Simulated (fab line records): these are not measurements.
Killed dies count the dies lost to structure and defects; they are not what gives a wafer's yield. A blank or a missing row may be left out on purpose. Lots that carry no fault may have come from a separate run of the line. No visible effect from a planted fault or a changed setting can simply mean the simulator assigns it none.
2 desks, one fault :: flow gf180mcu :: what lay behind the numbers comes last; until then each desk has only its own

THE METROLOGY DESK
What the gauges read, lot by lot, whatever tool the lot ran on: means of the sampled wafers that have a number. If a lot's mean is further than 4 standard deviations from the usual mean, the lot is out of limits and carries the mark OUT (the distance appears in the brackets).
Columns: A = V3_W_RS at GF_V3_RS_MEAS_24, usual 0.328 ohm/sq; B = V3_W_THK at GF_V3_THK_MEAS_25, usual 341 nm
lot: L602
first seen here: day 24 00:59
A: 0.329
B: 343

lot: L609
first seen here: day 26 07:23
A: 0.333
B: 334

lot: L614
first seen here: day 27 17:32
A: 0.322
B: 339

lot: L619
first seen here: day 29 03:05
A: 0.329
B: 344

lot: L620
first seen here: day 29 06:57
A: 0.322
B: 349
This desk found nothing out of limits on any of the 5 lots.

FOR THE TOOL OWNER'S DESK: pvd-sputter-03
The tool's own readings at GF_M4_SPUTTER_03 (material Ti, target thk 10 nm, time 6.7 s): means of the sampled wafers that have a number, for each lot that ran on this tool. If a lot's mean is further than 4 standard deviations from the usual mean, the lot is out of limits and carries the mark OUT (the distance appears in the brackets).
Columns: A = throttle-valve-pct at GF_M4_SPUTTER_03, usual 30.1 %
lot: L602
first seen here: day 24 01:41
A: 29.9

lot: L609
first seen here: day 26 08:02
A: 30.1

lot: L619
first seen here: day 29 03:43
A: 30.1

lot: L620
first seen here: day 29 07:33
A: 30.2
This desk found nothing out of limits on any of the 4 lots.

PUT TOGETHER
Metrology desk: nothing out of limits seen.
The desk of the tool owner found nothing out of limits.

WHAT WAS PUT IN BY THE SIMULATOR
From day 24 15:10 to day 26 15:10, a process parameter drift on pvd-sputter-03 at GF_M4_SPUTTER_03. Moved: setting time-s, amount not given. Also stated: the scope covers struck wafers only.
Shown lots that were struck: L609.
